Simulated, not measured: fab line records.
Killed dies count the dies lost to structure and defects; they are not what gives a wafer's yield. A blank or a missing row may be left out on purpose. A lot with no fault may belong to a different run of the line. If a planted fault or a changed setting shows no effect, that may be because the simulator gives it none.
fab line records ; flow sky130
[record] lots = 13; wafers = 39; last_day = 50
route steps=708 shown VT_ADJUST_HVTR@142 SONOS_ONO@181 LDD_N@244 LDD_HVN@271 PAD_OPEN@708
lots that met no fault: from a run of the same line without faults
start_h: hours from the record's opening day to when the first of the lot's shown wafers began ; wait_h: time in hours since the lot's previous step ; " repeats the value in the row above ; L1.1+2: a single row standing in for several wafers ; - value missing, or start not given ; * or withheld: withheld ; < > ~ a bound
route shown NAME@n: NAME is a module with steps in the file, n the number in the route of the first one ; usual: mean/standard deviation taken from wafers without a fault ; same: alike in all rows ; chamber/n: place in a boat ; sites: readings site by site ; _std_site: how widely they spread, as a standard deviation ; _edge_site: inner sites' mean taken away from outer sites' mean ; radius_mm: how far each site lies from the wafer's centre ; mask NAME#n: copy n ; behind: tool/chamber where the wafer was last shaped ; hold: cause of the lot's hold/its duration in hours/its outcome ; device: whichever transistor did not switch (one of n, p or np) ; end of line: the route-end tests of the same wafers ; a step given without rows: its recipe and nothing more ; killed: at the first sort, the dies lost to defects and structure; wafer yield is something else ; map: shows each die of a wafer: x if killed, . if not, _ if none is there
set.NAME: setting as actually run; set.NAME@STEP: the setting as run at that earlier step ; model.NAME: the simulator's own value behind a step, which no gauge read
one table for each step of the route and one row for each wafer, over a sample of lots
services: when a tool's chamber went out of use (start_h, in hours from the record's first day, below 0 if earlier), for how many hours, and the reason
[[steps]]
[step SKY_VT_ADJUST_HVTR_TW_MEAS_11]
[usual] VT_ADJUST_HVTR_TW = 211.0/2.9
lot.wafer;tool;chamber;start_h;wait_h;VT_ADJUST_HVTR_TW
L416.2;film_metro-04;-;211.65;0.1;207.7
L416.3;film_metro-04;-;211.65;0.1;209.2
L416.6;film_metro-04;-;211.65;0.1;208.6
L419.1;film_metro-04;-;244.19;0.1;209.2
L419.2;film_metro-04;-;244.19;0.1;207.7
L419.4;film_metro-04;-;244.19;0.1;207.8
L420.1;film_metro-04;-;250.34;0.1;207.8
L420.4;film_metro-04;-;250.34;0.1;208.2
L420.5;film_metro-04;-;250.34;0.1;208.0
L421.1;film_metro-02;-;260.94;0.1;208.5
L421.4;film_metro-02;-;260.94;0.1;210.1
L421.5;film_metro-02;-;260.94;0.1;209.4
L422.2;film_metro-03;-;266.05;0.1;215.0
L422.4;film_metro-03;-;266.05;0.1;213.7
L422.6;film_metro-03;-;266.05;0.1;214.8
L424.3;film_metro-04;-;277.76;0.1;209.3
L424.4;film_metro-04;-;277.76;0.1;208.4
L424.5;film_metro-04;-;277.76;0.1;209.0
L431.1;film_metro-03;-;325.49;0.1;215.0
L431.2;film_metro-03;-;325.49;0.1;214.9
L431.4;film_metro-03;-;325.49;0.1;215.2
L432.1;film_metro-04;-;330.14;0.1;208.6
L432.3;film_metro-04;-;330.14;0.1;208.6
L432.5;film_metro-04;-;330.14;0.1;208.1
L433.2;film_metro-04;-;341.65;0.1;208.7
L433.3;film_metro-04;-;341.65;0.1;207.9
L433.5;film_metro-04;-;341.65;0.1;208.7
L434.1;film_metro-04;-;354.64;0.1;208.5
L434.2;film_metro-04;-;354.64;0.1;208.3
L434.6;film_metro-04;-;354.64;0.1;210.2
L435.2;film_metro-03;-;356.15;0.1;213.1
L435.3;film_metro-03;-;356.15;0.1;214.5
L435.6;film_metro-03;-;356.15;0.1;214.0
L436.2;film_metro-02;-;358.25;0.1;211.4
L436.4;film_metro-02;-;358.25;0.1;211.3
L436.5;film_metro-02;-;358.25;0.1;211.5
L437.2;film_metro-02;-;372.35;0.1;210.4
L437.3;film_metro-02;-;372.35;0.1;209.8
L437.4;film_metro-02;-;372.35;0.1;209.4
[step SKY_SONOS_ONO_CD_MEAS_13]
[recipe] target_cd_nm = 410
[usual] cd_nm = 409.2/2.3
lot.wafer;tool;chamber;start_h;wait_h;cd_nm
L416.2;cd_sem-02;-;287.56;0.1;407.2
L416.3;cd_sem-02;-;287.56;0.1;409.0
L416.6;cd_sem-02;-;287.56;0.1;409.1
L419.1;cd_sem-01;-;323.43;0.1;409.2
L419.2;cd_sem-01;-;323.43;0.1;409.8
L419.4;cd_sem-01;-;323.43;0.1;409.9
L420.1;cd_sem-01;-;327.23;0.1;409.3
L420.4;cd_sem-01;-;327.23;0.1;407.2
L420.5;cd_sem-01;-;327.23;0.1;407.4
L422.2;cd_sem-01;-;358.20;0.1;410.3
L422.4;cd_sem-01;-;358.20;0.1;408.5
L422.6;cd_sem-01;-;358.20;0.1;408.9
L421.1;cd_sem-02;-;358.44;0.1;411.3
L421.4;cd_sem-02;-;358.44;0.1;410.9
L421.5;cd_sem-02;-;358.44;0.1;410.7
L424.3;cd_sem-01;-;361.67;0.1;410.5
L424.4;cd_sem-01;-;361.67;0.1;410.2
L424.5;cd_sem-01;-;361.67;0.1;412.3
L431.1;cd_sem-02;-;417.44;0.1;412.7
L431.2;cd_sem-02;-;417.44;0.1;411.2
L431.4;cd_sem-02;-;417.44;0.1;411.4
L432.1;cd_sem-01;-;421.85;0.2;408.1
L432.3;cd_sem-01;-;421.85;0.2;407.0
L432.5;cd_sem-01;-;421.85;0.2;408.4
L433.2;cd_sem-01;-;434.15;0.1;408.9
L433.3;cd_sem-01;-;434.15;0.1;407.0
L433.5;cd_sem-01;-;434.15;0.1;409.4
L434.1;cd_sem-02;-;447.58;0.1;406.3
L434.2;cd_sem-02;-;447.58;0.1;407.5
L434.6;cd_sem-02;-;447.58;0.1;406.0
L435.2;cd_sem-02;-;450.95;0.1;406.5
L435.3;cd_sem-02;-;450.95;0.1;411.5
L435.6;cd_sem-02;-;450.95;0.1;411.6
L436.2;cd_sem-01;-;456.46;0.1;414.1
L436.4;cd_sem-01;-;456.46;0.1;412.9
L436.5;cd_sem-01;-;456.46;0.1;413.9
L437.2;cd_sem-02;-;467.95;0.1;407.8
L437.3;cd_sem-02;-;467.95;0.1;411.1
L437.4;cd_sem-02;-;467.95;0.1;409.0
[step SKY_LDD_N_OVL_MEAS_07]
[usual] LDD_N_OVL = 0.3/1.4
lot.wafer;tool;chamber;start_h;wait_h;LDD_N_OVL[nm]
L416.2;overlay-02;-;407.64;0.1;1.7
L416.3;overlay-02;-;407.64;0.1;0.5
L416.6;overlay-02;-;407.64;0.1;0.0
L419.1;overlay-01;-;453.54;0.1;0.9
L419.2;overlay-01;-;453.54;0.1;0.8
L419.4;overlay-01;-;453.54;0.1;0.8
L420.1;overlay-02;-;455.98;0.1;0.2
L420.4;overlay-02;-;455.98;0.1;0.2
L420.5;overlay-02;-;455.98;0.1;3.6
L422.2;overlay-01;-;489.94;0.1;0.0
L422.4;overlay-01;-;489.94;0.1;-0.2
L422.6;overlay-01;-;489.94;0.1;-0.7
L421.1;overlay-01;-;491.13;0.1;-1.1
L421.4;overlay-01;-;491.13;0.1;1.3
L421.5;overlay-01;-;491.13;0.1;-0.5
L424.3;overlay-02;-;496.40;0.1;-0.5
L424.4;overlay-02;-;496.40;0.1;-0.6
L424.5;overlay-02;-;496.40;0.1;-0.6
L431.1;overlay-01;-;549.58;0.1;-3.2
L431.2;overlay-01;-;549.58;0.1;-3.8
L431.4;overlay-01;-;549.58;0.1;-1.2
L432.1;overlay-02;-;553.99;0.1;1.3
L432.3;overlay-02;-;553.99;0.1;0.2
L432.5;overlay-02;-;553.99;0.1;0.3
L433.2;overlay-02;-;567.09;0.1;-0.7
L433.3;overlay-02;-;567.09;0.1;1.3
L433.5;overlay-02;-;567.09;0.1;2.5
L434.1;overlay-02;-;576.49;0.1;-0.2
L434.2;overlay-02;-;576.49;0.1;-0.6
L434.6;overlay-02;-;576.49;0.1;0.9
L435.2;overlay-01;-;578.74;0.1;-1.4
L435.3;overlay-01;-;578.74;0.1;-0.2
L435.6;overlay-01;-;578.74;0.1;-1.0
L436.2;overlay-02;-;585.49;0.1;1.0
L436.4;overlay-02;-;585.49;0.1;1.5
L436.5;overlay-02;-;585.49;0.1;1.2
L437.2;overlay-01;-;598.79;0.1;2.5
L437.3;overlay-01;-;598.79;0.1;1.0
L437.4;overlay-01;-;598.79;0.1;3.2
[step SKY_LDD_HVN_EXPOSE_04]
[recipe] mask_id = HVNTM; na = 0.6; source_shape = conventional; sigma_outer = 0.6; polarization = unpolarized; target_cd_nm = 700; dose_mj = 127
lot.wafer;tool;chamber;start_h;wait_h;mask
L416.2+3+6;iline_stepper-02;0;454.75;-;HVNTM#0
L419.1+2+4;iline_stepper-01;0;499.98;-;HVNTM#0
L420.1+4+5;iline_stepper-02;0;503.66;-;HVNTM#0
L422.2+4+6;iline_stepper-01;0;535.78;-;HVNTM#0
L421.1+4+5;iline_stepper-02;0;542.21;-;PSDM#0
L424.3+4+5;iline_stepper-02;0;542.85;-;HVNTM#0
L431.1+2+4;iline_stepper-02;0;595.56;-;HVNTM#0
L432.1+3+5;iline_stepper-01;0;599.51;-;HVNTM#0
L433.2+3+5;iline_stepper-02;0;612.83;-;HVNTM#0
L434.1+2+6;iline_stepper-02;0;621.28;-;HVNTM#0
L435.2+3+6;iline_stepper-02;0;623.86;-;HVNTM#0
L436.2+4+5;iline_stepper-01;0;630.13;-;HVNTM#0
L437.2+3+4;iline_stepper-02;0;643.53;-;HVNTM#0
[step SKY_LDD_HVN_OVL_MEAS_07]
[usual] LDD_HVN_OVL = 1.1/1.4
lot.wafer;tool;chamber;start_h;wait_h;LDD_HVN_OVL[nm]
L416.2;overlay-02;-;469.19;0.1;1.1
L416.3;overlay-02;-;469.19;0.1;2.8
L416.6;overlay-02;-;469.19;0.1;1.5
L419.1;overlay-01;-;514.83;0.1;2.3
L419.2;overlay-01;-;514.83;0.1;2.1
L419.4;overlay-01;-;514.83;0.1;1.1
L420.1;overlay-02;-;518.78;0.1;1.0
L420.4;overlay-02;-;518.78;0.1;1.2
L420.5;overlay-02;-;518.78;0.1;0.9
L422.2;overlay-01;-;550.44;0.1;-0.3
L422.4;overlay-01;-;550.44;0.1;-2.6
L422.6;overlay-01;-;550.44;0.1;1.0
L421.1;overlay-02;-;557.29;0.1;-
L421.4;overlay-02;-;557.29;0.1;-
L421.5;overlay-02;-;557.29;0.1;-
L424.3;overlay-02;-;557.84;0.1;-0.4
L424.4;overlay-02;-;557.84;0.1;-1.3
L424.5;overlay-02;-;557.84;0.1;2.9
L431.1;overlay-01;-;609.48;0.1;1.6
L431.2;overlay-01;-;609.48;0.1;2.9
L431.4;overlay-01;-;609.48;0.1;0.8
L432.1;overlay-01;-;613.28;0.1;-0.6
L432.3;overlay-01;-;613.28;0.1;-2.0
L432.5;overlay-01;-;613.28;0.1;0.1
L433.2;overlay-01;-;627.24;0.1;4.1
L433.3;overlay-01;-;627.24;0.1;1.8
L433.5;overlay-01;-;627.24;0.1;2.7
L434.1;overlay-01;-;635.79;0.1;2.7
L434.2;overlay-01;-;635.79;0.1;2.1
L434.6;overlay-01;-;635.79;0.1;0.5
L435.2;overlay-01;-;637.89;0.1;0.7
L435.3;overlay-01;-;637.89;0.1;1.2
L435.6;overlay-01;-;637.89;0.1;2.4
L436.2;overlay-02;-;643.74;0.1;2.3
L436.4;overlay-02;-;643.74;0.1;0.5
L436.5;overlay-02;-;643.74;0.1;2.1
L437.2;overlay-01;-;657.14;0.1;-0.2
L437.3;overlay-01;-;657.14;0.1;-0.8
L437.4;overlay-01;-;657.14;0.1;-0.4
[step SKY_LDD_HVN_TW_MEAS_10]
[usual] LDD_HVN_TW = 1428/8.4
lot.wafer;tool;chamber;start_h;wait_h;LDD_HVN_TW
L416.2;film_metro-04;-;469.48;0.1;1420
L416.3;film_metro-04;-;469.48;0.1;1419
L416.6;film_metro-04;-;469.48;0.1;1420
L419.1;film_metro-04;-;515.12;0.1;1426
L419.2;film_metro-04;-;515.12;0.1;1424
L419.4;film_metro-04;-;515.12;0.1;1420
L420.1;film_metro-02;-;519.07;0.1;1432
L420.4;film_metro-02;-;519.07;0.1;1423
L420.5;film_metro-02;-;519.07;0.1;1432
L422.2;film_metro-02;-;550.73;0.1;1441
L422.4;film_metro-02;-;550.73;0.1;1439
L422.6;film_metro-02;-;550.73;0.1;1442
L421.1;film_metro-02;-;557.57;0.1;30
L421.4;film_metro-02;-;557.57;0.1;30
L421.5;film_metro-02;-;557.57;0.1;30
L424.3;film_metro-04;-;558.14;0.1;1406
L424.4;film_metro-04;-;558.14;0.1;1411
L424.5;film_metro-04;-;558.14;0.1;1413
L431.1;film_metro-02;-;609.78;0.1;1422
L431.2;film_metro-02;-;609.78;0.1;1437
L431.4;film_metro-02;-;609.78;0.1;1433
L432.1;film_metro-04;-;613.57;0.1;1430
L432.3;film_metro-04;-;613.57;0.1;1430
L432.5;film_metro-04;-;613.57;0.1;1427
L433.2;film_metro-02;-;627.53;0.1;1440
L433.3;film_metro-02;-;627.53;0.1;1439
L433.5;film_metro-02;-;627.53;0.1;1435
L434.1;film_metro-01;-;636.07;0.1;1440
L434.2;film_metro-01;-;636.07;0.1;1440
L434.6;film_metro-01;-;636.07;0.1;1432
L435.2;film_metro-04;-;638.18;0.1;1424
L435.3;film_metro-04;-;638.18;0.1;1429
L435.6;film_metro-04;-;638.18;0.1;1430
L436.2;film_metro-01;-;644.03;0.1;1432
L436.4;film_metro-01;-;644.03;0.1;1440
L436.5;film_metro-01;-;644.03;0.1;1439
L437.2;film_metro-01;-;657.43;0.1;1428
L437.3;film_metro-01;-;657.43;0.1;1433
L437.4;film_metro-01;-;657.43;0.1;1430
[step SKY_PAD_OPEN_PROBE_99]
[usual] killed_at_M0_to_M3 = 44/6.6; killed_at_M4_up = 2.9/1.8; killed_at_contacts = 24/4.8; killed_at_front_end = 15/4.5; killed_at_other = 0.3/0.64; killed_dies = 86/8.7; killed_on_rim = 17/3.8; killed_open = 47/6.5; killed_short = 39/5.8
[same] gross_dies = 492; killed_at_back_side = 0
lot.wafer;tool;chamber;start_h;wait_h;killed_at_M0_to_M3;killed_at_M4_up;killed_at_contacts;killed_at_front_end;killed_at_other;killed_dies;killed_on_rim;killed_open;killed_short
L422.2;prober-02;-;1134.87;0.1;36;1;27;21;1;86;17;40;45
L422.4;prober-02;-;1134.97;0.2;42;4;35;13;0;94;15;55;39
L422.6;prober-02;-;1135.07;0.2;33;2;31;14;0;80;14;42;38
L421.1;prober-01;-;1137.72;0.1;34;2;38;418;0;492;96;51;43
L421.4;prober-01;-;1137.87;0.2;47;1;24;418;2;492;96;47;41
L421.5;prober-01;-;1137.92;0.2;46;6;19;421;0;492;96;52;36
L424.3;prober-02;-;1138.54;0.2;47;4;27;16;0;94;19;39;55
L424.5;prober-02;-;1138.64;0.2;38;2;22;17;2;81;11;51;30
// killed by level:class
L422.2 POLY_GATE:geometric_particle:short=8 CONTACT:geometric_particle:short=7 CONTACT:geometric_particle:open=7 VIA1:geometric_particle:open=7 VIA2:geometric_particle:open=6 LOCAL_INTERCONNECT:geometric_particle:short=5 FIELD_ISO:geometric_particle:open=4 FIELD_ISO:geometric_particle:short=4
L422.4 LI_CONTACT:geometric_particle:open=10 VIA1:geometric_particle:open=9 CONTACT:geometric_particle:open=8 VIA1:geometric_particle:short=7 LOCAL_INTERCONNECT:geometric_particle:open=5 CONTACT:geometric_particle:short=5 METAL2:geometric_particle:short=5 LI_CONTACT:geometric_particle:short=4
L422.6 CONTACT:geometric_particle:short=8 CONTACT:geometric_particle:open=8 VIA1:geometric_particle:open=8 METAL1:geometric_particle:short=6 LI_CONTACT:geometric_particle:open=5 POLY_GATE:geometric_particle:short=4 LOCAL_INTERCONNECT:geometric_particle:short=4 VIA3:geometric_particle:open=4
L421.1 LDD_HVN:area_expose=398 CONTACT:geometric_particle:open=10 CONTACT:geometric_particle:short=10 FIELD_ISO:geometric_particle:open=8 LI_CONTACT:geometric_particle:open=8 VIA1:geometric_particle:open=7 FIELD_ISO:geometric_particle:short=6 LOCAL_INTERCONNECT:geometric_particle:short=6
L421.4 LDD_HVN:area_expose=402 VIA1:geometric_particle:open=9 VIA3:geometric_particle:open=8 VIA2:geometric_particle:open=8 LI_CONTACT:geometric_particle:open=7 CONTACT:geometric_particle:open=7 VIA1:geometric_particle:short=7 FIELD_ISO:geometric_particle:open=6
L421.5 LDD_HVN:area_expose=404 VIA1:geometric_particle:open=8 VIA2:geometric_particle:open=8 VIA3:geometric_particle:open=8 POLY_GATE:geometric_particle:open=6 FIELD_ISO:geometric_particle:open=5 POLY_GATE:geometric_particle:short=5 CONTACT:geometric_particle:open=5
L424.3 CONTACT:geometric_particle:open=9 VIA1:geometric_particle:open=9 VIA1:geometric_particle:short=8 FIELD_ISO:geometric_particle:open=7 VIA2:geometric_particle:short=7 POLY_GATE:geometric_particle:short=6 METAL2:geometric_particle:short=6 LI_CONTACT:geometric_particle:open=5
L424.5 CONTACT:geometric_particle:open=12 VIA1:geometric_particle:open=11 FIELD_ISO:geometric_particle:open=7 POLY_GATE:geometric_particle:open=5 CONTACT:geometric_particle:short=4 VIA1:geometric_particle:short=4 VIA2:geometric_particle:open=4 METAL3:geometric_particle:short=3
[[services]]
tool;chamber;start_h;hours;kind
iline_stepper-02;-;431.79;4.4;pm
iline_stepper-01;-;456.28;1.7;pm
iline_stepper-01;0;470.50;-;calibration
iline_stepper-02;-;485.49;1.7;pm
iline_stepper-02;-;491.99;4.2;repair
iline_stepper-02;0;539.12;-;calibration
[[key]]
[first_sign] step = SKY_LDD_HVN_EXPOSE_04; reading = mask; direction = changed
[effect] step = SKY_LDD_HVN_OVL_MEAS_07; reading = LDD_HVN_OVL; direction = missing
[effect] step = SKY_LDD_HVN_TW_MEAS_10; reading = LDD_HVN_TW; direction = down; sigmas = 99+; usual = 1428; struck = 30
[effect] step = SKY_PAD_OPEN_PROBE_99; reading = killed_at_front_end; direction = up; sigmas = 90; usual = 15; struck = 419
[more_kills_born_at] SKY_LDD_HVN_EXPOSE_04@iline_stepper-02 = 1204
met_at SKY_LDD_HVN_EXPOSE_04
struck_lots L421
tester_left_out L421
not_acting_at SKY_VT_ADJUST_HVTR_TW_MEAS_11,SKY_SONOS_ONO_CD_MEAS_13,SKY_LDD_N_OVL_MEAS_07
onset_between 503.66 542.21
[fault] kind = wrong_mask; tool = any; chamber = -; onset_h = 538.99; steps = SKY_LDD_HVN_EXPOSE_04; aux_copy = PSDM#0; scope = struck_lots_only
// tester_left_out: of these lots the tester's yield and bins aren't shown, on N5 and GAA mostly nor the transistor test; their killed dies are dies lost to structure and defects alone, not to doping, threshold or leakage, so they don't give the yield
